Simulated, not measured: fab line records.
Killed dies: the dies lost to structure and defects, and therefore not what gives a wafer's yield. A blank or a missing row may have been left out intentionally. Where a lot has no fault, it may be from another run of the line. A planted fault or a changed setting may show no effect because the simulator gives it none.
What tool caused it? + flow sky130 + at 1 step of a route of 708, 11 lots with 33 wafers sampled

## WHAT THE GAUGES READ, wafer by wafer
SKY_VIA2_CD_MEAS_12 targets a cd of 200 nm.
| lot  | measured     | on        | cd-nm (nm)        |
|------|--------------|-----------|-------------------|
| L622 | day 37 05:24 | cd-sem-01 | 200.2 201.6 201.7 |
| L624 | day 38 06:26 | cd-sem-02 | 200.7 199.8 200.5 |
| L625 | day 38 14:32 | cd-sem-01 | 201.9 202.9 203.3 |
| L626 | day 39 00:04 | cd-sem-01 | 201.1 200.3 200.7 |
| L628 | day 39 07:10 | cd-sem-02 | 200.6 199.7 199.4 |
| L629 | day 39 19:57 | cd-sem-01 | 201.1 202.4 201.1 |
| L632 | day 40 18:43 | cd-sem-02 | 200.1 200.2 199.9 |
| L634 | day 41 03:37 | cd-sem-01 | 200.6 201.4 201.6 |
| L635 | day 41 06:56 | cd-sem-01 | 200.4 197.2 197.9 |
| L636 | day 41 18:43 | cd-sem-02 | 198.4 199.4 199.2 |
| L637 | day 41 22:04 | cd-sem-02 | 199.5 200.4 201.9 |

## EACH LOT AND THE TOOL THAT RAN IT (in order: tool; ch and the chambers of the sampled wafers; start)
Record: no process step prior to these readings.

## THE ANSWER, worked out from the rows above alone
Rule: the usual values come from the lots themselves. The widest of any qualifying gaps counts: lots, ordered by their means at a reading, are off when they make up no more than a third of the lots, leave a main group of 4 or more, and stand apart from it by 3 or more times the standard deviation of that group's means. If all means in a main group match to the digits the tables above print for the reading, that group is not used. A lot without any number at a reading at which 4 lots or more have one is off too. Any other lot the step has rows for is counted as sound.
Across all readings shown, no lot is off: no conclusion can be drawn from this.

## WHAT WAS PUT IN BY THE SIMULATOR
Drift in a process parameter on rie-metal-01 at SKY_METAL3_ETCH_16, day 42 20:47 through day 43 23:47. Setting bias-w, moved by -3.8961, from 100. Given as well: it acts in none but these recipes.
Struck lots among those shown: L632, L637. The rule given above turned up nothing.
